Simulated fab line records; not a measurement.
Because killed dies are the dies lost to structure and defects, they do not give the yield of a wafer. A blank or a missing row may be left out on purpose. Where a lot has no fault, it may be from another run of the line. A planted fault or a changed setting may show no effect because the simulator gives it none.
fab line records -- flow gf180mcu
[record] lots = 15, wafers = 45, last_day = 34
route steps=602 shown DNWELL@40 VT_IMPLANT@127 V1@352
lots with no fault: from the same line, run without faults
start_h: start of the lot's first displayed wafer, in hours after the record's first day -- wait_h: time in hours since the lot's previous step -- " same as the row above -- L1.1+2: several wafers, shown together as one row -- - no value, or no start was given -- * or withheld: withheld -- < > ~ a bound
route shown NAME@n: a module of which the file shows steps, and the number in the route of the first -- usual: the fault-free wafers' mean and standard deviation -- same: alike in all rows -- chamber/n: place in a boat -- sites: the reading at each site -- _std_site: the values' standard deviation -- _edge_site: outer sites' mean less inner sites' -- radius_mm: for every site, how far away it sits from the centre of the wafer -- mask NAME#n: copy n -- behind: tool/chamber where the wafer was last shaped -- hold: reason for holding the lot/hours on hold/outcome of the hold -- device: which transistor (n, p or np) failed to switch -- end of line: at the end of the route, the tests of the same wafers -- a step without rows: its recipe alone -- killed: the dies lost at the first sort to structure and to defects; this is not the yield of the wafer -- map: a wafer's dies, marking killed ones x, the rest . and places with no die _
set.NAME: the setting that was run; set.NAME@STEP: the one run at that earlier step -- model.NAME: the simulator's own value behind a step, which no gauge read
one table for each step of the route and one row for each wafer, over a sample of lots
services: when a tool's chamber went out of use (start_h, in hours from the record's first day, below 0 if earlier), for how many hours, and the reason
[[steps]]
[step GF_DNWELL_STRIP_08]
[recipe] chemistry = O2/N2, power_w = 1400, pressure_mtorr = 1500, platen_temp_c = 250, o2_flow_sccm = 3000, n2_flow_sccm = 300, overash_fraction = 0.5
[usual] drypump_motor_current_A = 5.6/0.32, heater_power_w = 334/14, oes_product_au = 0.722/0.0045, strip_time_to_endpoint_s = 36.90/0.091
lot.wafer,tool,chamber,start_h,wait_h,drypump_motor_current_A,heater_power_w,oes_product_au,rf_hours_counter_h,strip_time_to_endpoint_s
L306.1,plasma_asher-03,0,45.72,0.1,5.9,318,0.728,41,36.79
L306.5,plasma_asher-03,0,45.72,0.1,5.9,313,0.727,-,36.81
L306.6,plasma_asher-03,1,45.72,0.1,5.6,328,0.727,-,36.91
L307.2,plasma_asher-04,1,48.11,0.1,5.7,357,0.720,40,36.88
L307.4,plasma_asher-04,1,48.11,0.1,5.8,368,0.718,-,37.00
L307.5,plasma_asher-04,1,48.11,0.1,5.7,361,0.711,-,36.90
L308.3,plasma_asher-03,0,53.44,0.1,5.9,325,0.720,-,36.87
L308.4,plasma_asher-03,1,53.44,0.1,5.6,329,0.723,-,36.85
L308.5,plasma_asher-03,0,53.44,0.1,5.9,323,0.725,-,36.96
L310.1,plasma_asher-03,0,64.29,0.1,5.8,327,0.728,43,36.80
L310.2,plasma_asher-03,1,64.29,0.1,5.6,329,0.728,43,36.81
L310.3,plasma_asher-03,1,64.29,0.1,5.6,321,0.722,-,36.84
L314.1,plasma_asher-01,1,85.66,0.1,5.7,354,0.721,29,37.07
L314.3,plasma_asher-01,0,85.66,0.1,5.0,326,0.725,-,37.12
L314.5,plasma_asher-01,1,85.66,0.1,5.7,358,0.716,-,37.05
L315.1,plasma_asher-03,1,94.26,0.1,5.6,330,0.728,45,36.80
L315.3,plasma_asher-03,0,94.26,0.1,5.9,317,0.723,-,36.76
L315.5,plasma_asher-03,0,94.26,0.1,5.9,317,0.718,-,36.94
L316.2,plasma_asher-03,1,98.67,0.1,5.6,328,0.716,46,37.03
L316.4,plasma_asher-03,0,98.67,0.1,5.9,320,0.719,-,36.94
L316.5,plasma_asher-03,1,98.67,0.1,5.6,330,0.725,-,37.00
L322.2,plasma_asher-04,0,129.21,0.1,5.2,324,0.721,45,37.00
L322.5,plasma_asher-04,0,129.21,0.1,5.2,323,0.723,-,37.02
L322.6,plasma_asher-04,1,129.21,0.1,5.7,351,0.724,-,37.02
L323.2,plasma_asher-03,1,135.57,0.1,5.6,342,0.715,2,36.95
L323.4,plasma_asher-03,1,135.57,0.1,5.6,347,0.727,-,36.91
L323.6,plasma_asher-03,0,135.57,0.1,5.8,325,0.728,-,36.93
L324.1,plasma_asher-01,1,138.79,0.1,5.7,355,0.721,36,36.84
L324.3,plasma_asher-01,0,138.79,0.1,4.9,325,0.717,-,36.92
L324.6,plasma_asher-01,1,138.79,0.1,5.7,351,0.720,-,36.88
L325.4,plasma_asher-01,0,145.77,0.1,4.9,319,0.718,-,36.93
L325.5,plasma_asher-01,1,145.77,0.1,5.7,357,0.724,-,36.93
L325.6,plasma_asher-01,0,145.77,0.1,5.0,326,0.720,-,36.93
L326.1,plasma_asher-01,0,150.04,0.1,4.9,328,0.720,37,36.97
L326.2,plasma_asher-01,1,150.04,0.1,5.7,356,0.719,37,37.07
L326.3,plasma_asher-01,0,150.04,0.1,4.9,331,0.726,-,36.99
L327.2,plasma_asher-01,1,156.29,0.1,5.7,359,0.717,38,36.99
L327.3,plasma_asher-01,0,156.29,0.1,5.0,323,0.722,-,36.81
L327.4,plasma_asher-01,1,156.29,0.1,5.7,360,0.732,-,37.04
L328.2,plasma_asher-03,0,163.26,0.1,5.9,331,0.722,5,36.94
L328.4,plasma_asher-03,0,163.26,0.1,5.9,325,0.722,-,36.76
L328.6,plasma_asher-03,0,163.26,0.1,5.9,333,0.714,-,36.90
L329.2,plasma_asher-04,1,165.39,0.1,5.7,356,0.722,49,36.99
L329.5,plasma_asher-04,0,165.39,0.1,5.2,324,0.726,-,36.86
L329.6,plasma_asher-04,1,165.39,0.1,5.8,349,0.722,-,36.82
[step GF_VT_IMPLANT_EXPOSE_37]
[recipe] mask_id = Nwell_HV_AREA, target_cd_nm = 860, na = 0.6, source_shape = conventional, sigma_outer = 0.6, dose_mj = 140
[usual] exposure_dose_mJ_cm2 = 140.00/0.12, focus_offset_nm = 0.2/0.49, sigma_outer = 0.6/0
lot.wafer,tool,chamber,start_h,wait_h,mask,exposure_dose_mJ_cm2,focus_offset_nm,sigma_outer
L306.1,iline_stepper-01,0,154.29,-,Nwell_HV_AREA#0,140.04,0.2,0.6
L306.5,iline_stepper-01,0,154.29,-,Nwell_HV_AREA#0,140.06,1.3,0.6
L306.6,iline_stepper-01,0,154.29,-,Nwell_HV_AREA#0,139.88,0.3,0.6
L307.2,iline_stepper-02,0,156.65,-,Nwell_HV_AREA#0,139.92,0.5,0.6
L307.4,iline_stepper-02,0,156.65,-,Nwell_HV_AREA#0,140.11,0.3,0.6
L307.5,iline_stepper-02,0,156.65,-,Nwell_HV_AREA#0,140.11,-0.6,0.6
L308.3,iline_stepper-01,0,162.92,-,Nwell_HV_AREA#0,140.00,-0.2,0.6
L308.4,iline_stepper-01,0,162.92,-,Nwell_HV_AREA#0,140.00,0.7,0.6
L308.5,iline_stepper-01,0,162.92,-,Nwell_HV_AREA#0,139.99,0.7,0.6
L310.1,iline_stepper-02,0,181.27,-,Nwell_HV_AREA#0,140.23,0.0,0.6
L310.2,iline_stepper-02,0,181.27,-,Nwell_HV_AREA#0,139.82,0.4,0.6
L310.3,iline_stepper-02,0,181.27,-,Nwell_HV_AREA#0,140.07,0.4,0.6
L314.1,iline_stepper-01,-,203.02,-,Nwell_HV_AREA#0,-,-,-
L314.3,iline_stepper-01,-,203.02,-,Nwell_HV_AREA#0,-,-,-
L314.5,iline_stepper-01,-,203.02,-,Nwell_HV_AREA#0,-,-,-
L315.1,iline_stepper-01,-,215.52,-,Nwell_HV_AREA#0,-,-,-
L315.3,iline_stepper-01,-,215.52,-,Nwell_HV_AREA#0,-,-,-
L315.5,iline_stepper-01,-,215.52,-,Nwell_HV_AREA#0,-,-,-
L316.2,iline_stepper-01,-,219.23,-,Nwell_HV_AREA#0,-,-,-
L316.4,iline_stepper-01,-,219.23,-,Nwell_HV_AREA#0,-,-,-
L316.5,iline_stepper-01,-,219.23,-,Nwell_HV_AREA#0,-,-,-
L322.2,iline_stepper-02,0,257.93,-,Nwell_HV_AREA#0,139.88,0.6,0.6
L322.5,iline_stepper-02,0,257.93,-,Nwell_HV_AREA#0,139.82,0.5,0.6
L322.6,iline_stepper-02,0,257.93,-,Nwell_HV_AREA#0,139.88,-0.2,0.6
L323.2,iline_stepper-02,0,267.43,-,Nwell_HV_AREA#0,140.11,0.7,0.6
L323.4,iline_stepper-02,0,267.43,-,Nwell_HV_AREA#0,139.82,0.2,0.6
L323.6,iline_stepper-02,0,267.43,-,Nwell_HV_AREA#0,140.15,0.4,0.6
L324.1,iline_stepper-02,0,270.07,-,Nwell_HV_AREA#0,139.97,0.2,0.6
L324.3,iline_stepper-02,0,270.07,-,Nwell_HV_AREA#0,139.77,-0.2,0.6
L324.6,iline_stepper-02,0,270.07,-,Nwell_HV_AREA#0,139.91,0.4,0.6
L325.4,iline_stepper-01,0,277.40,-,Nwell_HV_AREA#0,139.98,0.3,0.6
L325.5,iline_stepper-01,0,277.40,-,Nwell_HV_AREA#0,140.00,0.3,0.6
L325.6,iline_stepper-01,0,277.40,-,Nwell_HV_AREA#0,139.97,0.4,0.6
L326.1,iline_stepper-02,0,284.99,-,Nwell_HV_AREA#0,139.95,-0.3,0.6
L326.2,iline_stepper-02,0,284.99,-,Nwell_HV_AREA#0,139.82,0.0,0.6
L326.3,iline_stepper-02,0,284.99,-,Nwell_HV_AREA#0,139.65,-0.5,0.6
L327.2,iline_stepper-02,0,290.93,-,Nwell_HV_AREA#0,140.04,0.7,0.6
L327.3,iline_stepper-02,0,290.93,-,Nwell_HV_AREA#0,139.83,1.0,0.6
L327.4,iline_stepper-02,0,290.93,-,Nwell_HV_AREA#0,139.92,0.4,0.6
L328.2,iline_stepper-01,0,298.81,-,Nwell_HV_AREA#0,139.91,0.7,0.6
L328.4,iline_stepper-01,0,298.81,-,Nwell_HV_AREA#0,140.07,-0.7,0.6
L328.6,iline_stepper-01,0,298.81,-,Nwell_HV_AREA#0,139.99,0.1,0.6
L329.2,iline_stepper-02,0,303.86,-,Nwell_HV_AREA#0,140.08,0.3,0.6
L329.5,iline_stepper-02,0,303.86,-,Nwell_HV_AREA#0,140.00,0.1,0.6
L329.6,iline_stepper-02,0,303.86,-,Nwell_HV_AREA#0,139.93,0.2,0.6
[step GF_V1_ETCH_17]
[recipe] chemistry = C4F8/O2/Ar, mask_material = KrF, target = SiO2, stop_on = TiN, source_w = 1500, bias_w = 1200, pressure_mtorr = 40, c4f8_flow_sccm = withheld, O2_flow_sccm = 6, Ar_flow_sccm = 300, time_s = withheld, target_depth_a = 6300
[usual] bias_w = 1200/3.3, oes_product_au = 0.856/0.004
lot.wafer,tool,chamber,start_h,wait_h,bias_w,oes_product_au
L306.1,rie_diel-04,0,-,-,1204,0.854
L306.5,rie_diel-04,2,-,-,1202,0.853
L306.6,rie_diel-04,3,-,-,1199,0.854
L307.2,rie_diel-01,0,-,-,1205,0.853
L307.4,rie_diel-01,2,-,-,1200,0.851
L307.5,rie_diel-01,0,-,-,1207,0.856
L308.3,rie_diel-02,3,-,-,1197,0.853
L308.4,rie_diel-02,0,-,-,1194,0.853
L308.5,rie_diel-02,2,-,-,1194,0.849
L310.1,rie_diel-01,3,-,-,1200,0.856
L310.2,rie_diel-01,2,-,-,1192,0.854
L310.3,rie_diel-01,1,-,-,1201,0.855
L322.2,rie_diel-02,3,-,-,1207,0.854
L322.5,rie_diel-02,0,-,-,1203,0.853
L322.6,rie_diel-02,1,-,-,1201,0.859
L323.2,rie_diel-02,1,-,-,1201,0.853
L323.4,rie_diel-02,2,-,-,1204,0.856
L323.6,rie_diel-02,3,-,-,1201,0.856
L324.1,rie_diel-02,2,-,-,1198,0.851
L324.3,rie_diel-02,0,-,-,1197,0.851
L324.6,rie_diel-02,1,-,-,1198,0.855
L325.4,rie_diel-02,3,-,-,1201,0.861
L325.5,rie_diel-02,1,-,-,1199,0.858
L325.6,rie_diel-02,0,-,-,1197,0.861
L326.1,rie_diel-04,0,-,-,1200,0.865
L326.2,rie_diel-04,1,-,-,1200,0.857
L326.3,rie_diel-04,2,-,-,1200,0.854
L327.2,rie_diel-01,2,-,-,1201,0.851
L327.3,rie_diel-01,3,-,-,1201,0.854
L327.4,rie_diel-01,1,-,-,1200,0.852
L328.2,rie_diel-02,0,-,-,1208,0.855
L328.4,rie_diel-02,3,-,-,1201,0.853
L328.6,rie_diel-02,2,-,-,1203,0.856
L329.2,rie_diel-04,3,-,-,1199,0.857
L329.5,rie_diel-04,3,-,-,1196,0.859
L329.6,rie_diel-04,2,-,-,1201,0.856
[step GF_V1_CMP_26]
[recipe] stop_on = SiO2, down_force_psi = 3.5, platen_rpm = 60, t_overpolish_s = 15, target_thk_nm = 0, pad_velocity_m_s = 0.94248
[usual] head_pressure_psi = 3.500/0.0072, motor_current_A = 11.5/0.95, overpolish_run_s = 14.999/0.0095, time_to_endpoint_s = 83/5.4
lot.wafer,tool,chamber,start_h,wait_h,head_pressure_psi,motor_current_A,overpolish_run_s,time_to_endpoint_s
L306.1,cmp-02,3,418.19,0.2,3.515,11.2,14.995,77
L306.6,cmp-02,0,418.19,0.2,3.511,10.4,14.986,77
L306.5,cmp-02,1,418.19,0.2,3.496,12.3,14.983,81
L307.2,cmp-02,0,424.20,0.0,3.508,9.9,15.007,77
L307.4,cmp-02,2,424.20,0.0,3.505,10.6,14.995,82
L307.5,cmp-02,0,424.20,0.0,3.504,10.4,14.990,80
L308.3,cmp-01,3,437.80,0.1,3.499,12.2,15.005,90
L308.4,cmp-01,0,437.80,0.1,3.490,12.4,15.009,89
L308.5,cmp-01,2,437.80,0.1,3.497,11.8,14.991,87
L310.1,cmp-02,1,464.73,0.1,3.507,13.0,14.977,87
L310.3,cmp-02,2,464.73,0.1,3.495,10.8,15.011,88
L310.2,cmp-02,3,464.73,0.1,3.521,11.5,15.009,82
L322.2,cmp-02,3,555.94,0.1,3.501,12.0,14.996,72
L322.5,cmp-02,1,555.94,0.1,3.501,13.0,15.002,83
L322.6,cmp-02,2,555.94,0.1,3.509,11.1,15.000,81
L323.4,cmp-01,1,566.61,0.0,3.504,9.8,14.989,88
L323.2,cmp-01,0,566.61,0.0,3.504,12.2,15.008,82
L323.6,cmp-01,2,566.61,0.0,3.498,12.4,14.996,78
L324.1,cmp-02,2,574.52,0.6,3.500,11.3,14.998,83
L324.3,cmp-02,3,574.52,0.6,3.502,11.3,14.988,80
L324.6,cmp-02,2,574.52,0.6,3.511,10.4,14.996,87
L325.4,cmp-01,0,579.59,0.0,3.491,12.1,15.000,85
L325.5,cmp-01,0,579.59,0.0,3.501,12.9,15.018,83
L325.6,cmp-01,1,579.59,0.0,3.504,10.6,14.983,93
L326.3,cmp-01,3,592.49,0.0,3.494,12.3,14.985,83
L326.2,cmp-01,0,592.49,0.0,3.493,12.8,15.006,84
L326.1,cmp-01,2,592.49,0.0,3.508,11.9,14.984,77
L327.3,cmp-02,2,592.87,0.1,3.492,11.1,14.990,85
L327.4,cmp-02,3,592.87,0.1,3.517,11.3,14.998,78
L327.2,cmp-02,0,592.87,0.1,3.493,10.4,14.987,79
L328.2,cmp-02,3,601.93,0.0,3.514,11.8,14.998,80
L328.4,cmp-02,2,601.93,0.0,3.505,11.1,14.994,85
L328.6,cmp-02,3,601.93,0.0,3.520,11.0,15.001,77
L329.2,cmp-02,2,605.04,0.0,3.508,10.9,15.001,86
L329.5,cmp-02,2,605.04,0.0,3.512,11.0,14.994,84
L329.6,cmp-02,3,605.04,0.0,3.507,11.4,14.992,78
[[services]]
tool,chamber,start_h,hours,kind
iline_stepper-02,-,24.04,4.4,pm
cmp-02,-,44.64,4.0,repair
cmp-02,-,54.34,1.2,repair
cmp-02,-,64.33,4.0,pm
iline_stepper-02,-,78.63,1.7,pm
iline_stepper-02,-,90.13,4.7,repair
cmp-02,-,90.58,12.0,repair
cmp-02,-,147.90,4.6,pm
cmp-02,-,176.60,6.1,repair
iline_stepper-02,-,176.67,3.1,repair
cmp-02,-,277.72,0.7,repair
cmp-02,-,280.08,0.8,repair
cmp-02,-,284.37,6.9,repair
iline_stepper-02,-,296.81,1.7,pm
cmp-02,-,351.05,2.6,repair
cmp-02,-,361.74,22.6,pm
cmp-02,-,384.37,5.9,pm
cmp-02,-,404.33,4.0,pm
cmp-02,-,436.41,0.5,repair
cmp-02,-,472.94,1.6,repair
cmp-02,-,474.46,0.3,repair
iline_stepper-02,-,506.60,2.5,repair
cmp-02,-,508.88,1.1,repair
cmp-02,-,511.63,1.4,repair
[[key]]
[first_sign] step = GF_VT_IMPLANT_EXPOSE_37, reading = tool_record, direction = missing
effect none on later readings
met_at GF_VT_IMPLANT_EXPOSE_37
struck_lots L314,L315,L316
later_rows_left_out L314.1,L314.3,L314.5,L315.1,L315.3,L315.5,L316.2,L316.4,L316.5
sort_left_out L314.1,L314.3,L314.5,L315.1,L315.3,L315.5,L316.2,L316.4,L316.5
tester_left_out L314,L315,L316
not_acting_at GF_DNWELL_STRIP_08,GF_V1_ETCH_17,GF_V1_CMP_26
onset_between 162.92 203.02
[fault] kind = skipped_step_whole, tool = iline_stepper-01, chamber = -, onset_h = 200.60, steps = GF_VT_IMPLANT_EXPOSE_37, scope = struck_lots_only
// tester_left_out: of these lots the tester's yield and bins aren't shown, on N5 and GAA mostly nor the transistor test; their killed dies are dies lost to structure and defects alone, not to doping, threshold or leakage, so they don't give the yield
// sort_left_out: the simulated sort isn't trusted on such a fault, so these wafers' sort isn't shown, and their yield isn't known
// later_rows_left_out: the simulator's readings of these wafers behind a module that went badly wrong aren't trusted and aren't shown, but for the sort
